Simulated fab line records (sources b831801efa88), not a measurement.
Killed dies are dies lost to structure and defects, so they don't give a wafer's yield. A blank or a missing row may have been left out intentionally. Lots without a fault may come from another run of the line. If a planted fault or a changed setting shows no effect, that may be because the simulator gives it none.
Matching of chambers -- flow gf180mcu -- 3 sister chambers for GF_V4_CVD_02 on pecvd-02
The step deposits SiO2 from TEOS, target thk 850 nm, time 94.851 s. 6 wafers are shown with their chamber, then 8 later ones without.

## EACH WAFER AND ITS CHAMBER
wafer,chamber,heater_power_w (W)
L758.6,0,619
L760.6,0,590
L761.2,1,553
L761.3,2,1036
L761.4,1,626
L763.1,2,998

## WAFERS WHOSE CHAMBER IS MISSING
wafer,heater_power_w (W)
L763.5,1015
L763.6,580
L764.1,572
L764.2,957
L764.5,996
L768.1,887
L768.5,990
L768.6,508

## EACH ONE'S CHAMBER
wafer,from the rows above,in truth
L763.5,2,2
L763.6,can't be placed: 1 or 0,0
L764.1,can't be placed: 1 or 0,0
L764.2,2,2
L764.5,2,2
L768.1,2,2
L768.5,2,2
L768.6,can't be placed: 1 or 0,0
Placed correctly: 5 of 8. These rows do not allow placing 3 (true chamber among the candidates in 3). Placed wrongly: 0.
How it was worked out, from the rows above alone: a wafer's distance from a chamber is the root of the sum, over the readings, of the square of ((its reading less the chamber's mean) divided by the reading's scatter). If the next closest chamber is less than 2 further off than the closest, the wafer can't be placed; otherwise it belongs to the closest. The mean given for a chamber averages the wafers shown for that chamber. The scatter is the square root of a quotient: the sum, over the shown wafers, of each reading's squared deviation from its chamber's mean, divided by wafers minus chambers.
